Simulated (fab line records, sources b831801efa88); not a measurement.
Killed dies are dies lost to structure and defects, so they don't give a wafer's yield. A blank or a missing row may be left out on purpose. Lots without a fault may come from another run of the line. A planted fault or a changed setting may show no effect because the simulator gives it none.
fab line records | flow sky130
record lots=5 wafers=15 last_day=49
route steps=708 shown SD_P@324 RES_XHIGH@332 SD_N@342 PAD_OPEN@708
lots that met no fault: from a run of the same line without faults
start_h: hours from the record's first day to the start of the lot's first wafer shown | wait_h: hours since the lot's step before | " the same as in the row above | L1.1+2: a row that stands for several wafers | - no value, or no start given | * or withheld: withheld | < > ~ a bound
route shown NAME@n: a module of which the file shows steps, and the number in the route of the first | usual: mean/standard deviation of fault-free wafers | same: alike in all rows | chamber/n: place in a boat | sites: the reading at each site | _std_site: their standard deviation | _edge_site: outer sites' mean less inner sites' | radius_mm: how far each site lies from the wafer's centre | mask NAME#n: copy n | behind: the tool/chamber that last shaped the wafer | hold: why the lot was held/for how many hours/how that ended | device: the transistor (n, p or np) that didn't switch | end of line: the same wafers' tests at the end of the route | a step without rows: its recipe alone | killed: dies lost to structure and defects at the first sort, not the wafer's yield | map: a wafer's dies, x killed, . not, _ none there
set.NAME: the setting as run; set.NAME@STEP: as run at that earlier step | model.NAME: the simulator's own value behind a step, which no gauge read
lots at some steps of the route; a table a step, a row a wafer
services: from which hour (start_h, from the record's first day; less than 0 if before it) a tool's chamber was out of use, for how many hours, and why
## steps
# step SKY_SD_P_EXPOSE_04
# recipe mask_id=PSDM na=0.6 source_shape=conventional sigma_outer=0.6 polarization=unpolarized target_cd_nm=380 dose_mj=138
# step SKY_SD_P_PEB_05
# recipe temp_c=withheld time_s=* resist=NOVOLAK
# step SKY_SD_P_DEVELOP_06
# recipe resist=NOVOLAK developer=TMAH develop_time_s=60 dev_temp_c=23
# step SKY_SD_P_CD_MEAS_07
# recipe target_cd_nm=380
# usual cd_nm=379.6/2.1
# columns lot.wafer tool chamber start_h wait_h cd_nm
L489.3 cd_sem-01 - 605.13 0.1 380.6
L489.4 " - " " 381.0
L489.5 " - " " 380.2
L491.1 cd_sem-01 - 626.25 0.1 377.7
L491.2 " - " " 377.4
L491.6 " - " " 377.2
L500.1 cd_sem-01 - 706.09 0.1 377.1
L500.2 " - " " 375.8
L500.4 " - " " 376.2
L503.1 cd_sem-02 - 723.07 0.1 378.2
L503.3 " - " " 378.3
L503.5 " - " " 378.8
L504.2 cd_sem-01 - 734.82 0.1 381.4
L504.3 " - " " 379.1
L504.6 " - " " 379.6
# step SKY_SD_P_OVL_MEAS_08
# usual SD_P_OVL=0.2/1.3
# columns lot.wafer tool chamber start_h wait_h SD_P_OVL[nm]
L489.3 overlay-01 - 605.22 0.1 -0.4
L489.4 " - " " 1.1
L489.5 " - " " -0.5
L491.1 overlay-02 - 626.37 0.1 2.5
L491.2 " - " " 0.4
L491.6 " - " " 1.6
L500.1 overlay-01 - 706.21 0.1 0.3
L500.2 " - " " -1.7
L500.4 " - " " -0.2
L503.1 overlay-02 - 723.19 0.1 1.2
L503.3 " - " " 1.4
L503.5 " - " " -0.1
L504.2 overlay-01 - 734.93 0.1 -0.8
L504.3 " - " " -1.1
L504.6 " - " " 2.7
# step SKY_SD_P_IMPLANT_09
# recipe species=BF2 energy_kev=20 dose_cm2=3e+15 tilt_deg=0
# step SKY_SD_P_STRIP_10
# recipe chemistry=O2/N2 power_w=1400 pressure_mtorr=1500 platen_temp_c=withheld o2_flow_sccm=3000 n2_flow_sccm=300 overash_fraction=0.5
# usual drypump_motor_current_A=5.79/0.25 oes_product_au=0.617/0.0047 strip_time_to_endpoint_s=17.49/0.041
# columns lot.wafer tool chamber start_h wait_h drypump_motor_current_A oes_product_au rf_hours_counter_h strip_time_to_endpoint_s
L489.3 plasma_asher-01 0 605.43 0.1 5.74 0.621 - 17.53
L489.4 " 1 " " 5.95 0.623 - 17.50
L489.5 " 0 " " 5.77 0.609 - 17.56
L491.1 plasma_asher-01 1 626.56 0.1 5.99 0.625 21 17.53
L491.2 " 0 " " 5.77 0.624 21 17.53
L491.6 " 1 " " 5.95 0.622 - 17.51
L500.1 plasma_asher-03 1 706.41 0.1 5.30 0.618 90 17.44
L500.2 " 0 " " 6.40 0.615 90 17.47
L500.4 " 1 " " 5.31 0.623 - 17.50
L503.1 plasma_asher-02 1 723.38 0.1 5.67 0.611 51 17.50
L503.3 " 0 " " 5.39 0.619 - 17.48
L503.5 " 0 " " 5.41 0.613 - 17.50
L504.2 plasma_asher-01 1 735.11 0.1 5.93 0.613 34 17.48
L504.3 " 1 " " 5.90 0.614 - 17.54
L504.6 " 0 " " 5.74 0.620 - 17.48
# step SKY_SD_P_TW_MEAS_11
# usual SD_P_TW=2810/19
# columns lot.wafer tool chamber start_h wait_h SD_P_TW
L489.3 film_metro-01 - 605.51 0.1 2823
L489.4 " - " " 2811
L489.5 " - " " 2816
L491.1 film_metro-04 - 626.66 0.1 2807
L491.2 " - " " 2815
L491.6 " - " " 2808
L500.1 film_metro-04 - 706.51 0.1 2794
L500.2 " - " " 2792
L500.4 " - " " 2787
L503.1 film_metro-01 - 723.48 0.1 2825
L503.3 " - " " 2817
L503.5 " - " " 2825
L504.2 film_metro-02 - 735.22 0.1 2788
L504.3 " - " " 2793
L504.6 " - " " 2788
# step SKY_RES_XHIGH_DEHYDRATE_00
# recipe temp_c=200 time_s=60
# step SKY_RES_XHIGH_HMDS_01
# recipe prime_time_s=60 prime_temp_c=120
# step SKY_RES_XHIGH_COAT_02
# recipe resist=NOVOLAK spin_rpm=3000 resist_thk_nm=1140
# step SKY_RES_XHIGH_SOFTBAKE_03
# recipe temp_c=90 time_s=60 resist=NOVOLAK
# step SKY_RES_XHIGH_EXPOSE_04
# recipe mask_id=URPM na=0.6 source_shape=conventional sigma_outer=0.6 polarization=unpolarized target_cd_nm=1270 dose_mj=140
# usual exposure_dose_mJ_cm2=139.99/0.16
# columns lot.wafer tool chamber start_h wait_h mask exposure_dose_mJ_cm2
L489.3 iline_stepper-01 0 620.43 - URPM#0 140.04
L489.4 " 0 " " URPM#0 140.01
L489.5 " 0 " " URPM#0 140.10
L491.1 iline_stepper-01 0 641.08 - NSDM#0 139.98
L491.2 " 0 " " NSDM#0 139.81
L491.6 " 0 " " NSDM#0 139.83
L500.1 iline_stepper-01 0 720.32 - URPM#0 139.96
L500.2 " 0 " " URPM#0 140.21
L500.4 " 0 " " URPM#0 140.12
L503.1 iline_stepper-01 0 737.15 - URPM#0 139.77
L503.3 " 0 " " URPM#0 139.79
L503.5 " 0 " " URPM#0 139.98
L504.2 iline_stepper-02 0 749.72 - URPM#0 139.90
L504.3 " 0 " " URPM#0 139.94
L504.6 " 0 " " URPM#0 140.01
# step SKY_RES_XHIGH_PEB_05
# recipe temp_c=withheld time_s=* resist=NOVOLAK
# step SKY_RES_XHIGH_DEVELOP_06
# recipe resist=NOVOLAK developer=TMAH develop_time_s=60 dev_temp_c=23
# step SKY_RES_XHIGH_IMPLANT_07
# recipe species=BF2 energy_kev=20 dose_cm2=3.64e+14 tilt_deg=0
# step SKY_RES_XHIGH_STRIP_08
# recipe chemistry=O2/N2 power_w=1400 pressure_mtorr=1500 platen_temp_c=withheld o2_flow_sccm=3000 n2_flow_sccm=300 overash_fraction=0.5
# usual drypump_motor_current_A=6.2/0.38 oes_product_au=0.710/0.0043 strip_time_to_endpoint_s=14.27/0.038
# columns lot.wafer tool chamber start_h wait_h drypump_motor_current_A oes_product_au rf_hours_counter_h strip_time_to_endpoint_s
L489.3 plasma_asher-04 1 634.58 0.1 6.5 0.708 - 14.27
L489.4 " 0 " " 6.5 0.718 - 14.28
L489.5 " 0 " " 6.4 0.714 - 14.20
L491.1 plasma_asher-01 1 655.05 0.1 5.9 0.715 25 14.23
L491.2 " 0 " " 5.8 0.713 25 14.25
L491.6 " 1 " " 5.9 0.709 - 14.25
L500.1 plasma_asher-01 0 734.05 0.1 5.7 0.713 34 14.26
L500.2 " 1 " " 5.9 0.711 34 14.29
L500.4 " 0 " " 5.7 0.703 - 14.24
L503.1 plasma_asher-02 1 750.50 0.1 5.7 0.710 54 14.28
L503.3 " 0 " " 5.4 0.719 - 14.25
L503.5 " 0 " " 5.4 0.713 - 14.29
L504.2 plasma_asher-04 1 762.80 0.1 6.5 0.709 2 14.21
L504.3 " 0 " " 6.4 0.703 - 14.24
L504.6 " 0 " " 6.4 0.706 - 14.21
# step SKY_RES_XHIGH_TW_MEAS_09
# usual RES_XHIGH_TW=1636/9.7
# columns lot.wafer tool chamber start_h wait_h RES_XHIGH_TW
L489.3 film_metro-02 - 634.67 0.1 1635
L489.4 " - " " 1640
L489.5 " - " " 1647
L491.1 film_metro-02 - 655.15 0.1 30
L491.2 " - " " 30
L491.6 " - " " 30
L500.1 film_metro-04 - 734.15 0.1 1616
L500.2 " - " " 1617
L500.4 " - " " 1618
L503.1 film_metro-04 - 750.60 0.1 1620
L503.3 " - " " 1623
L503.5 " - " " 1627
L504.2 film_metro-01 - 762.98 0.1 1652
L504.3 " - " " 1657
L504.6 " - " " 1650
# step SKY_SD_N_DEHYDRATE_00
# recipe temp_c=200 time_s=60
# step SKY_PAD_OPEN_PROBE_99
# columns lot.wafer tool chamber start_h wait_h model.etest.res_ndiff.line_ohm_um model.etest.nfet_g5v0d10v5.r_on_ohm_um model.etest.sonos_uncharged.r_on_ohm_um model.etest.nfet_01v8.r_on_ohm_um model.etest.licon_ndiff.rc_ohm model.etest.res_ndiff.rs_ohm_sq model.etest.nfet_01v8_lvt.drive_ua_um model.etest.res_ndiff_hv.rs_ohm_sq
L489.3 prober-01 - 1086.79 0.2 779.2 1881 806.8 823.7 176.6 119.7 580.1 115.2
L489.4 prober-01 - 1086.84 0.2 774.6 1904 818.8 836.9 177.1 119.8 572.5 114
L489.5 prober-01 - 1086.89 0.2 767.4 1882 813.1 810.3 182.4 119.9 593.1 114.4
L491.1 prober-01 - 1104.18 0.1 987.2 2036 891.9 867.5 226.2 151.3 561 138.4
L491.2 prober-01 - 1104.23 0.1 980.8 2009 882.8 848.9 218 152.2 567 137.8
L491.6 prober-01 - 1104.43 0.2 965.4 2005 890.9 869.9 214.8 151.4 553.7 137.6
L500.1 prober-01 - 1159.11 0.1 760.6 1870 813 810.9 187 121.7 600.3 116
L500.2 prober-01 - 1159.16 0.1 783.1 1894 823.3 815.4 186.5 123.3 587 118.5
L500.4 prober-01 - 1159.26 0.2 781.6 1859 806.1 809.7 179.3 123 595.5 116.2
L503.1 prober-01 - 1167.47 0.1 774.6 1877 807.4 847 182.1 121.3 559 115.5
L503.3 prober-01 - 1167.57 0.2 769.9 1911 821 827.2 180.4 120.4 578.3 116
L503.5 prober-01 - 1167.67 0.2 763.5 1865 827 841.1 185.6 120 562.8 114
L504.2 prober-02 - 1177.42 0.1 753.4 1834 808 818.9 181 119.8 586.5 113.2
L504.3 prober-02 - 1177.47 0.2 764.8 1860 826.1 832.4 184.5 118.8 575.7 113.5
L504.6 prober-02 - 1177.62 0.2 764.9 1846 807.4 822.4 180.4 120.4 584.4 111.9
# killed by level:class
L489.3 VIA1:geometric_particle:open=21 CONTACT:geometric_particle:open=8 LI_CONTACT:geometric_particle:open=5 METAL3:geometric_particle:short=5 VIA1:geometric_particle:short=5 VIA2:geometric_particle:open=5 FIELD_ISO:geometric_particle:short=4 VIA3:geometric_particle:open=4
L489.4 VIA2:geometric_particle:open=12 VIA1:geometric_particle:open=11 VIA1:geometric_particle:short=10 CONTACT:geometric_particle:open=8 VIA3:geometric_particle:open=8 METAL1:geometric_particle:short=7 LI_CONTACT:geometric_particle:open=5 LOCAL_INTERCONNECT:geometric_particle:short=4
L489.5 VIA1:geometric_particle:open=9 LI_CONTACT:geometric_particle:open=8 CONTACT:geometric_particle:open=8 VIA3:geometric_particle:short=5 POLY_GATE:geometric_particle:open=5 METAL3:geometric_particle:short=5 VIA3:geometric_particle:open=5 FIELD_ISO:geometric_particle:short=4
L500.1 VIA1:geometric_particle:open=21 CONTACT:geometric_particle:open=8 LI_CONTACT:geometric_particle:open=8 FIELD_ISO:geometric_particle:short=6 VIA1:geometric_particle:short=6 VIA2:geometric_particle:short=6 VIA2:geometric_particle:open=5 FIELD_ISO:geometric_particle:open=4
L500.2 VIA2:geometric_particle:open=15 LI_CONTACT:geometric_particle:open=10 CONTACT:geometric_particle:open=9 VIA1:geometric_particle:open=7 METAL2:geometric_particle:short=7 FIELD_ISO:geometric_particle:short=5 VIA3:geometric_particle:open=5 LOCAL_INTERCONNECT:geometric_particle:short=4
L500.4 CONTACT:geometric_particle:open=18 VIA1:geometric_particle:open=9 LI_CONTACT:geometric_particle:open=8 VIA2:geometric_particle:open=8 FIELD_ISO:geometric_particle:open=6 LOCAL_INTERCONNECT:geometric_particle:short=6 POLY_GATE:geometric_particle:open=5 METAL4:geometric_particle:short=4
L503.1 CONTACT:geometric_particle:open=11 LI_CONTACT:geometric_particle:open=9 VIA1:geometric_particle:open=6 CONTACT:geometric_particle:short=6 METAL1:geometric_particle:short=5 POLY_GATE:geometric_particle:short=3 METAL2:geometric_particle:short=3 VIA1:geometric_particle:short=3
L503.3 LI_CONTACT:geometric_particle:open=11 VIA1:geometric_particle:open=10 FIELD_ISO:geometric_particle:short=6 LOCAL_INTERCONNECT:geometric_particle:short=5 METAL1:geometric_particle:short=5 CONTACT:geometric_particle:open=4 VIA2:geometric_particle:open=4 METAL2:geometric_particle:short=4
L503.5 VIA1:geometric_particle:open=10 CONTACT:geometric_particle:short=7 LI_CONTACT:geometric_particle:open=6 CONTACT:geometric_particle:open=6 VIA2:geometric_particle:open=6 VIA3:geometric_particle:open=5 FIELD_ISO:geometric_particle:open=4 LOCAL_INTERCONNECT:geometric_particle:short=4
L504.2 LI_CONTACT:geometric_particle:open=7 CONTACT:geometric_particle:short=7 CONTACT:geometric_particle:open=6 VIA3:geometric_particle:open=6 LOCAL_INTERCONNECT:geometric_particle:short=5 VIA2:geometric_particle:open=5 FIELD_ISO:geometric_particle:short=4 POLY_GATE:geometric_particle:open=4
L504.3 VIA3:geometric_particle:open=9 VIA1:geometric_particle:open=6 FIELD_ISO:geometric_particle:short=5 LI_CONTACT:geometric_particle:open=5 CONTACT:geometric_particle:open=5 CONTACT:geometric_particle:short=5 VIA3:geometric_particle:short=5 POLY_GATE:geometric_particle:open=4
L504.6 CONTACT:geometric_particle:open=13 POLY_GATE:geometric_particle:short=7 VIA1:geometric_particle:open=7 LI_CONTACT:geometric_particle:open=6 METAL1:geometric_particle:short=6 METAL2:geometric_particle:short=6 LOCAL_INTERCONNECT:geometric_particle:short=5 VIA2:geometric_particle:open=5
## services
# columns tool chamber start_h hours kind
plasma_asher-02 - 581.46 103.8 repair
iline_stepper-01 - 610.61 6.9 repair
iline_stepper-02 0 618.00 - calibration
iline_stepper-02 - 634.64 18.4 repair
plasma_asher-02 - 648.52 0.9 repair
plasma_asher-04 - 673.51 0.4 repair
plasma_asher-01 - 675.86 1.1 repair
iline_stepper-01 0 718.01 - calibration
iline_stepper-02 - 731.49 1.7 pm
plasma_asher-04 - 733.75 9.0 pm
plasma_asher-04 0 733.75 9.0 vent_cycle
plasma_asher-04 1 733.75 9.0 vent_cycle
plasma_asher-02 - 734.70 1.1 repair
iline_stepper-02 - 738.18 0.7 repair
plasma_asher-04 0 742.75 - clean
plasma_asher-04 1 742.75 - clean
plasma_asher-02 - 751.07 14.6 pm
iline_stepper-01 - 754.28 2.1 pm
iline_stepper-01 - 756.36 - consumable_replace:lamp
iline_stepper-01 - 760.08 1.7 pm
## key
first_sign step=SKY_RES_XHIGH_EXPOSE_04 reading=mask direction=changed
effect step=SKY_RES_XHIGH_TW_MEAS_09 reading=RES_XHIGH_TW direction=down sigmas=99+ usual=1636 struck=30
model_effect step=SKY_PAD_OPEN_PROBE_99 value=etest.res_ndiff.line_ohm_um without=779.5 struck=977.8
met_at SKY_RES_XHIGH_EXPOSE_04
struck_wafers L491.1,L491.2,L491.6
sort_left_out L491.1,L491.2,L491.6
tester_left_out L491
onset_between 620.43 641.08
fault kind=wrong_mask tool=any chamber=- onset_h=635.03 steps=SKY_RES_XHIGH_EXPOSE_04 aux_copy=NSDM#0 scope=struck_lots_only
# tester_left_out: of these lots the tester's yield and bins aren't shown, on N5 and GAA mostly nor the transistor test; their killed dies are dies lost to structure and defects alone, not to doping, threshold or leakage, so they don't give the yield
# sort_left_out: the simulated sort isn't trusted on such a fault, so these wafers' sort isn't shown, and their yield isn't known
